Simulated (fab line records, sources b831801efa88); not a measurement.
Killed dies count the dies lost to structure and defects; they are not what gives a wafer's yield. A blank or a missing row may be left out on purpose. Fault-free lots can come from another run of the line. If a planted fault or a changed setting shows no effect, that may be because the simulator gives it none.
Which tool was responsible? || flow gf180mcu || 6 lots with 18 wafers sampled at 2 steps, on a route of 602 steps

WHAT THE GAUGES SHOWED, per wafer
GF_M5_CD_MEAS_07 targets a cd of 280 nm.
{"lot": "L881", "measured": "day 26 14:31", "on": "cd sem-01", "cd nm (nm)": "278.7 280.0 279.7"}
{"lot": "L884", "measured": "day 27 11:44", "on": "cd sem-01", "cd nm (nm)": "277.3 278.3 278.0"}
{"lot": "L886", "measured": "day 27 20:07", "on": "cd sem-01", "cd nm (nm)": "280.0 279.8 281.1"}
{"lot": "L897", "measured": "day 31 05:11", "on": "cd sem-01", "cd nm (nm)": "280.2 278.9 279.3"}
{"lot": "L899", "measured": "day 31 12:50", "on": "cd sem-02", "cd nm (nm)": "278.8 278.5 279.0"}
{"lot": "L903", "measured": "day 32 11:49", "on": "cd sem-01", "cd nm (nm)": "278.5 278.6 278.1"}

WHAT TOOL EACH LOT RAN ON (gives the tool, then ch and the chambers of the sampled wafers, and finally the start)
{"lot": "L881", "GF_V4_CVD_02": "pecvd-02 ch 0,1, day 23 18:56"}
{"lot": "L884", "GF_V4_CVD_02": "pecvd-04 ch 0,1,2, day 24 18:49"}
{"lot": "L886", "GF_V4_CVD_02": "pecvd-01 ch 0,1,2, day 25 02:40"}
{"lot": "L897", "GF_V4_CVD_02": "pecvd-01 ch 0,1,2, day 28 22:13"}
{"lot": "L899", "GF_V4_CVD_02": "pecvd-04 ch 0,1,2, day 29 03:27"}
{"lot": "L903", "GF_V4_CVD_02": "pecvd-04 ch 1,2, day 30 05:34"}
- GF_V4_CVD_02: deposits SiO2 from TEOS, target thk 850 nm, time 94.851 s.

THE ANSWER, worked out from the rows above alone
Rule: what is usual is taken from the lots themselves. The widest of any qualifying gaps counts: lots, ordered by their means at a reading, are off when they make up no more than a third of the lots, leave a main group of 4 or more, and stand apart from it by 3 or more times the standard deviation of that group's means. Not used: any main group whose means are identical at the precision the tables above print for the reading. A lot without any number at a reading at which 4 lots or more have one is off too. The other lots that the step has rows for count as sound.
No lot is off at any reading shown: from this, nothing can be told.

WHAT THE SIMULATOR HAD PUT IN
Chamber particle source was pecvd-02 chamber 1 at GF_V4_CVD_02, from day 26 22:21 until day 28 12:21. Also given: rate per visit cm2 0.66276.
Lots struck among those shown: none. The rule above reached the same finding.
